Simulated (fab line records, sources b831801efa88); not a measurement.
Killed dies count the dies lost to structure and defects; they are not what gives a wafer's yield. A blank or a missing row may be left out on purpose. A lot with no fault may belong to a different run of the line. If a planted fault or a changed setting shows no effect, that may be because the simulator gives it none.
What tool caused it? | flow sky130 | 11 lots, 33 wafers sampled, at 1 step of a route of 708

== WHAT THE GAUGES READ, wafer by wafer ==
SKY_VIA2_OVL_MEAS_13.
lot  | measured     | on         | VIA2_OVL (nm)
L988 | day 36 08:56 | overlay-01 | -8 -8 -1
L989 | day 37 04:15 | overlay-01 | -3 -6 -5
L990 | day 37 09:59 | overlay-02 | -8 -9 -9
L993 | day 38 06:15 | overlay-02 | 4 -2 7
L994 | day 38 08:14 | overlay-01 | -12 -12 -17
L996 | day 39 07:11 | overlay-02 | -8 -13 -20
L997 | day 39 07:32 | overlay-01 | -8 -8 -4
L103 | day 41 08:15 | overlay-02 | -15 -12 -15
L104 | day 41 11:42 | overlay-02 | -9 -16 -3
L109 | day 42 13:23 | overlay-01 | -11 -8 -15
L111 | day 43 04:09 | overlay-02 | 0 1 0

== WHAT TOOL EACH LOT RAN ON (gives the tool, then ch and the chambers of the sampled wafers, and finally the start) ==
There is no process step in the record ahead of these readings.

== WHAT THE TOOLS THEMSELVES READ (means of the sampled wafers that have a number; where no wafer has one, the mark that the record gives instead) ==
The record holds no such reading with a usual standard deviation.

== THE ANSWER, worked out from the rows above alone ==
Rule: usual is defined by the lots themselves. Put in order of their means at a reading, lots are off if they are a third of the lots or fewer, leave a main group of 4 or more, and stand apart from it by a gap of 3 or more times the standard deviation of the main group's means; of several such gaps the widest counts. Not used: any main group whose means are identical at the precision the tables above print for the reading. A lot without any number at a reading at which 4 lots or more have one is off too. Any other lot the step has rows for is counted as sound. After the gauges, taken in route order, come the tools' own readings; for these a lot's mean is taken, as printed above. At the first step where some lot is off, the reading lying furthest off is the one used; lots without a number count as furthest.
No lot is off on any of the readings shown, so nothing can be concluded from this.

== WHAT HAD BEEN PUT IN BY THE SIMULATOR ==
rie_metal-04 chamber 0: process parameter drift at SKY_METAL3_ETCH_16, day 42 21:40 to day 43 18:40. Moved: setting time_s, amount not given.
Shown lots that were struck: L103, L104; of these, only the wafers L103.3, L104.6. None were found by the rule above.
